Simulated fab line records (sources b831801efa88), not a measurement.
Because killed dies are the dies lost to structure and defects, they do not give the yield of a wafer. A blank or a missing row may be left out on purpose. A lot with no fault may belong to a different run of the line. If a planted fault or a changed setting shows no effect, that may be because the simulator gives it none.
Which of the tools did it?    flow gf180mcu    18 wafers from 6 lots sampled at 3 of the route's 602 steps

WHAT THE GAUGES SHOWED, per wafer
GF_CONTACT_RS_MEAS_25: uses a four-point probe to measure.
lot   measured      on             CONTACT_W_RS (ohm/sq)
L420  day 18 09:41  film_metro-04  0.378 0.376 0.378
L425  day 20 09:33  film_metro-01  0.573 0.563 0.564
L429  day 21 09:59  film_metro-02  0.378 0.379 0.374
L432  day 22 22:46  film_metro-01  0.378 0.380 0.378
L435  day 23 15:32  film_metro-01  0.375 0.378 0.377
L437  day 23 22:50  film_metro-01  0.379 0.380 0.379

WHICH TOOL RAN EACH LOT (tool, then ch and the chambers of the sampled wafers, then the start)
lot   GF_CONTACT_CMP_04              GF_CONTACT_CVD_24
L420  cmp-02 ch 1,2,3, day 17 09:27  cvd_w-02 ch 0,1, day 18 09:34
L425  cmp-01 ch 1,2,3, day 19 08:26  cvd_w-02 ch 0,1, day 20 09:27
L429  cmp-01 ch 1,2,3, day 20 08:45  cvd_w-01 ch 0,1, day 21 09:53
L432  cmp-01 ch 0,1,2, day 21 22:22  cvd_w-01 ch 0,1, day 22 22:38
L435  cmp-01 ch 0,1,3, day 22 15:27  cvd_w-01 ch 0,1, day 23 15:26
L437  cmp-02 ch 0,1, day 22 23:38    cvd_w-02 ch 0, day 23 22:44
- GF_CONTACT_CMP_04: polishes SiO2.
- GF_CONTACT_CVD_24: deposits W, target thk 300 nm, time 90.339 s.

THE ANSWER, worked out from the rows above alone
Rule: what is usual is taken from the lots themselves. The widest of any qualifying gaps counts: lots, ordered by their means at a reading, are off when they make up no more than a third of the lots, leave a main group of 4 or more, and stand apart from it by 3 or more times the standard deviation of that group's means. Not used: any main group whose means are identical at the precision the tables above print for the reading. Also off: a lot with no number at a reading for which 4 or more lots have one. Where the step has rows for the other lots, those lots are counted as sound.
Off: at GF_CONTACT_RS_MEAS_25 (CONTACT_W_RS), L425. Mean 0.378 ohm/sq and standard deviation 0.001 in the main group.
A tool fits if, at a process step before that reading, it ran every lot that is off, and no sound lot after the first of them. Those tools and the gauges at GF_CONTACT_RS_MEAS_25 are tried in the same way. None of those tried fits.

WHAT HAD BEEN PUT IN BY THE SIMULATOR
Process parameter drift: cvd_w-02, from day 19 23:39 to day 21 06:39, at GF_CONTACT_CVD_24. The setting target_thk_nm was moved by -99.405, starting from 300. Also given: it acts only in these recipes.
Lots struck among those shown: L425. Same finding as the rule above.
